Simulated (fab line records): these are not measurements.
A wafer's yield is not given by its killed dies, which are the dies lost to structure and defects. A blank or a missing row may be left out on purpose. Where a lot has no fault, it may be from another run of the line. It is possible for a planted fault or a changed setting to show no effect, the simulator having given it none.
Which of the tools did it? :: flow gf180mcu :: 13 lots with 39 wafers sampled at 5 steps, on a route of 602 steps

== WHAT THE GAUGES READ, wafer by wafer ==
GF_VT_IMPLANT_OVL_MEAS_40. Usual: VT_IMPLANT_03_OVL gives -0.2 nm (standard deviation 1.5).
lot: L378
measured: day 7 14:11
on: overlay-01
VT_IMPLANT_03_OVL (nm): 2.7 2.3 1.3
flag: 

lot: L379
measured: day 7 15:14
on: overlay-01
VT_IMPLANT_03_OVL (nm): 0.0 1.1 2.2
flag: 

lot: L380
measured: day 7 22:08
on: overlay-01
VT_IMPLANT_03_OVL (nm): -0.5 -0.2 -0.5
flag: 

lot: L382
measured: day 8 10:11
on: overlay-01
VT_IMPLANT_03_OVL (nm): 1.5 -1.3 0.0
flag: 

lot: L383
measured: day 8 15:07
on: overlay-01
VT_IMPLANT_03_OVL (nm): -0.3 -0.6 1.0
flag: 

lot: L384
measured: day 9 02:05
on: overlay-02
VT_IMPLANT_03_OVL (nm): -1.4 -0.5 -0.2
flag: 

lot: L393
measured: day 11 15:05
on: overlay-01
VT_IMPLANT_03_OVL (nm): -2.0 -0.4 -2.0
flag: 

lot: L394
measured: day 11 20:13
on: overlay-02
VT_IMPLANT_03_OVL (nm): -1.5 0.2 0.9
flag: 

lot: L396
measured: day 12 13:22
on: overlay-01
VT_IMPLANT_03_OVL (nm): -3.3 -1.3 1.1
flag: 

lot: L397
measured: day 13 02:11
on: overlay-02
VT_IMPLANT_03_OVL (nm): -1.9 -1.2 -0.7
flag: 

lot: L398
measured: day 13 10:41
on: overlay-01
VT_IMPLANT_03_OVL (nm): 2.6 1.2 2.1
flag: 

lot: L400
measured: day 13 19:29
on: overlay-02
VT_IMPLANT_03_OVL (nm): 1.7 1.2 -0.1
flag: 

lot: L401
measured: day 14 13:35
on: overlay-02
VT_IMPLANT_03_OVL (nm): 0.5 -0.3 -2.3
flag: 

GF_VT_IMPLANT_RS_MEAS_47: uses a four-point probe to measure. Usual: NWELL_RS gives 488.1 ohm/sq (standard deviation 1.7).
lot: L378
measured: day 7 14:50
on: film_metro-01
NWELL_RS (ohm/sq): 487.2 484.9 486.5
flag: 

lot: L379
measured: day 7 15:52
on: film_metro-04
NWELL_RS (ohm/sq): 489.7 488.3 489.9
flag: 

lot: L380
measured: day 7 22:46
on: film_metro-03
NWELL_RS (ohm/sq): 488.2 488.2 487.0
flag: 

lot: L382
measured: day 8 10:49
on: film_metro-03
NWELL_RS (ohm/sq): 487.3 487.0 486.9
flag: 

lot: L383
measured: day 8 15:46
on: film_metro-04
NWELL_RS (ohm/sq): 490.9 489.4 490.1
flag: 

lot: L384
measured: day 9 02:42
on: film_metro-01
NWELL_RS (ohm/sq): 488.1 489.3 487.6
flag: 

lot: L393
measured: day 11 15:46
on: film_metro-03
NWELL_RS (ohm/sq): 490.7 490.4 489.1
flag: 

lot: L394
measured: day 11 20:50
on: film_metro-01
NWELL_RS (ohm/sq): 487.4 488.1 488.3
flag: 

lot: L396
measured: day 12 14:01
on: film_metro-01
NWELL_RS (ohm/sq): 486.9 486.1 487.9
flag: 

lot: L397
measured: day 13 02:48
on: film_metro-01
NWELL_RS (ohm/sq): 485.4 487.3 485.8
flag: 

lot: L398
measured: day 13 11:19
on: film_metro-04
NWELL_RS (ohm/sq): 491.3 490.6 491.2
flag: 

lot: L400
measured: day 13 20:08
on: film_metro-01
NWELL_RS (ohm/sq): 486.2 488.9 487.1
flag: 

lot: L401
measured: day 14 14:12
on: film_metro-01
NWELL_RS (ohm/sq): 488.3 486.5 487.1
flag: 

GF_DUAL_GATE_OVL_MEAS_11. Usual: DUAL_GATE_OVL gives 0.5 nm (standard deviation 1.5).
lot: L378
measured: day 8 11:13
on: overlay-02
DUAL_GATE_OVL (nm): -1.8 0.5 -1.7
flag: 

lot: L379
measured: day 8 10:50
on: overlay-01
DUAL_GATE_OVL (nm): 2.2 1.4 3.7
flag: 

lot: L380
measured: day 8 18:15
on: overlay-01
DUAL_GATE_OVL (nm): 3.6 3.1 2.9
flag: 

lot: L382
measured: day 9 05:56
on: overlay-02
DUAL_GATE_OVL (nm): -0.5 -0.6 0.7
flag: 

lot: L383
measured: day 9 10:31
on: overlay-02
DUAL_GATE_OVL (nm): 3.2 1.2 2.0
flag: 

lot: L384
measured: day 9 22:27
on: overlay-02
DUAL_GATE_OVL (nm): 0.8 1.2 -0.1
flag: 

lot: L393
measured: day 12 13:05
on: overlay-01
DUAL_GATE_OVL (nm): 0.9 2.2 1.5
flag: 

lot: L394
measured: day 12 18:07
on: overlay-02
DUAL_GATE_OVL (nm): - - -
flag: OFF

lot: L396
measured: day 13 12:02
on: overlay-01
DUAL_GATE_OVL (nm): 2.7 1.2 2.0
flag: 

lot: L397
measured: day 14 00:07
on: overlay-01
DUAL_GATE_OVL (nm): 0.0 0.6 -0.8
flag: 

lot: L398
measured: day 14 08:59
on: overlay-01
DUAL_GATE_OVL (nm): 2.4 2.7 -0.2
flag: 

lot: L400
measured: day 14 18:58
on: overlay-02
DUAL_GATE_OVL (nm): -0.5 -2.8 -1.2
flag: 

lot: L401
measured: day 15 13:21
on: overlay-02
DUAL_GATE_OVL (nm): -1.9 -2.3 -0.5
flag: 

GF_PSD_OVL_MEAS_08. Usual: PSD_OVL gives 0.4 nm (standard deviation 1.3).
lot: L378
measured: day 14 06:59
on: overlay-01
PSD_OVL (nm): 1.0 0.5 -0.8
flag: 

lot: L379
measured: day 14 06:00
on: overlay-02
PSD_OVL (nm): 1.7 0.2 -0.8
flag: 

lot: L380
measured: day 14 17:27
on: overlay-01
PSD_OVL (nm): 0.0 -2.8 -0.6
flag: 

lot: L382
measured: day 15 05:35
on: overlay-01
PSD_OVL (nm): 1.6 0.5 0.6
flag: 

lot: L383
measured: day 15 12:38
on: overlay-01
PSD_OVL (nm): -2.1 -1.0 0.1
flag: 

lot: L384
measured: day 16 00:55
on: overlay-02
PSD_OVL (nm): 0.1 0.0 -0.3
flag: 

lot: L393
measured: day 19 09:23
on: overlay-01
PSD_OVL (nm): -0.1 2.3 1.1
flag: 

lot: L396
measured: day 20 10:08
on: overlay-01
PSD_OVL (nm): 2.0 0.0 -0.5
flag: 

lot: L397
measured: day 21 02:49
on: overlay-01
PSD_OVL (nm): -2.1 -0.1 -1.2
flag: 

lot: L398
measured: day 21 13:02
on: overlay-02
PSD_OVL (nm): 1.9 -1.3 0.9
flag: 

lot: L400
measured: day 22 00:26
on: overlay-01
PSD_OVL (nm): 0.4 -0.3 1.9
flag: 

lot: L401
measured: day 22 22:20
on: overlay-02
PSD_OVL (nm): 2.0 2.4 -0.2
flag: 

== TOOL THAT RAN EACH LOT (tool first, then ch and the chambers of the sampled wafers, then the start) ==
lot: L378
GF_DUAL_GATE_EXPOSE_08: iline_stepper-02 ch 0, day 8 03:44

lot: L379
GF_DUAL_GATE_EXPOSE_08: iline_stepper-01 ch 0, day 8 03:23

lot: L380
GF_DUAL_GATE_EXPOSE_08: iline_stepper-02 ch 0, day 8 09:42

lot: L382
GF_DUAL_GATE_EXPOSE_08: iline_stepper-01 ch 0, day 8 21:35

lot: L383
GF_DUAL_GATE_EXPOSE_08: iline_stepper-01 ch 0, day 9 01:54

lot: L384
GF_DUAL_GATE_EXPOSE_08: iline_stepper-02 ch 0, day 9 13:47

lot: L393
GF_DUAL_GATE_EXPOSE_08: iline_stepper-02 ch 0, day 12 03:50

lot: L394
GF_DUAL_GATE_EXPOSE_08: iline_stepper-01 ch 0, day 12 08:17

lot: L396
GF_DUAL_GATE_EXPOSE_08: iline_stepper-02 ch 0, day 13 02:08

lot: L397
GF_DUAL_GATE_EXPOSE_08: iline_stepper-02 ch 0, day 13 15:03

lot: L398
GF_DUAL_GATE_EXPOSE_08: iline_stepper-01 ch 0, day 13 22:44

lot: L400
GF_DUAL_GATE_EXPOSE_08: iline_stepper-01 ch 0, day 14 09:07

lot: L401
GF_DUAL_GATE_EXPOSE_08: iline_stepper-02 ch 0, day 15 02:42
- GF_DUAL_GATE_EXPOSE_08: exposes mask Dualgate, target cd 700 nm.

== AS READ BY THE TOOLS THEMSELVES (means over the sampled wafers that have a number; for cases with no such wafer, the mark the record gives instead) ==
GF_DUAL_GATE_EXPOSE_08. Usual: reticle_temp_C reads 23.01 C (standard deviation 0.11).
lot: L378
tool: iline_stepper-02
reticle_temp_C (C): 22.97
flag: 

lot: L379
tool: iline_stepper-01
reticle_temp_C (C): 23.00
flag: 

lot: L380
tool: iline_stepper-02
reticle_temp_C (C): 23.12
flag: 

lot: L382
tool: iline_stepper-01
reticle_temp_C (C): 22.90
flag: 

lot: L383
tool: iline_stepper-01
reticle_temp_C (C): 22.91
flag: 

lot: L384
tool: iline_stepper-02
reticle_temp_C (C): 22.99
flag: 

lot: L393
tool: iline_stepper-02
reticle_temp_C (C): 23.09
flag: 

lot: L394
tool: iline_stepper-01
reticle_temp_C (C): 22.95
flag: 

lot: L396
tool: iline_stepper-02
reticle_temp_C (C): 23.17
flag: 

lot: L397
tool: iline_stepper-02
reticle_temp_C (C): 23.03
flag: 

lot: L398
tool: iline_stepper-01
reticle_temp_C (C): 22.91
flag: 

lot: L400
tool: iline_stepper-01
reticle_temp_C (C): 22.90
flag: 

lot: L401
tool: iline_stepper-02
reticle_temp_C (C): 23.04
flag: 

== THE ANSWER, worked out from the rows above alone ==
Rule: take the mean of a lot's wafers that have a number; if it is more than 3 standard deviations from the usual mean, the lot is off. Also off: a lot with no number at a reading for which 4 or more lots have one. The other lots that the step has rows for count as sound. The gauges are gone through in route order, then the tools' own readings, and for those a lot's mean is taken as printed above. At the first step where some lot is off, the reading lying furthest off is the one used; lots without a number count as furthest.
Off: L394, at GF_DUAL_GATE_OVL_MEAS_11 (DUAL_GATE_OVL). Without a number there: L394.
A tool fits if, at a process step before that reading, it ran every lot that is off, and no sound lot after the first of them. Those tools and the gauges at GF_DUAL_GATE_OVL_MEAS_11 are tried in the same way. None of those tried fits.

== WHAT THE SIMULATOR HAD PUT IN ==
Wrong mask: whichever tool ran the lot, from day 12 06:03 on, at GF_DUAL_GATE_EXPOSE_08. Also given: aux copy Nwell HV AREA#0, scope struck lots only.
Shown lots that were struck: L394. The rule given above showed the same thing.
